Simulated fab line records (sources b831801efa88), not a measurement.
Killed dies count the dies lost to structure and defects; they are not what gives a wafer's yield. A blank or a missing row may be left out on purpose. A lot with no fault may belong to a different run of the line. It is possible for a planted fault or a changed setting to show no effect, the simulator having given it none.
Matching of chambers | flow sky130 | SKY_SONOS_ONO_ETCH_15 on rie_diel-04 has 4 sister chambers
The step etches the open film in CHF3/O2, target depth 19.52 nm, time 7.8 s. 4 wafers are shown with their chamber, then 9 later ones without.

EACH WAFER AND ITS CHAMBER
wafer  | chamber | drypump_motor_current_A (A)
L081.2 | 1       | 5.9
L087.1 | 2       | 5.9
L087.2 | 3       | 5.4
L087.6 | 0       | 5.5

WAFERS WITH NO CHAMBER GIVEN
wafer  | drypump_motor_current_A (A)
L092.2 | 5.4
L092.3 | 5.9
L092.5 | 5.4
L094.2 | 5.4
L094.4 | 5.4
L094.6 | 5.9
L096.1 | 5.9
L096.4 | 5.5
L096.5 | 5.3

WHICH CHAMBER EACH WENT THROUGH
wafer  | from the rows above     | in truth
L092.2 | 3                       | 3
L092.3 | can't be placed: 1 or 2 | 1
L092.5 | 3                       | 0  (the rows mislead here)
L094.2 | 3                       | 3
L094.4 | 3                       | 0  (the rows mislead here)
L094.6 | can't be placed: 1 or 2 | 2
L096.1 | can't be placed: 1 or 2 | 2
L096.4 | 0                       | 0
L096.5 | 3                       | 3
Correct placement for 4 of the 9. These rows do not allow placing 3 (true chamber among the candidates in 3). Placed wrongly: 2.
How it was worked out, from the rows above alone: a wafer's distance from a chamber is the root of the sum, over the readings, of the square of ((its reading less the chamber's mean) divided by the reading's scatter). If the next closest chamber is less than 2 further off than the closest, the wafer can't be placed; otherwise it belongs to the closest. A chamber's mean is the mean of its shown wafers. The scatter: with one shown wafer a chamber, the root of the mean of the squares of how far each hidden wafer lies from its nearest shown one.
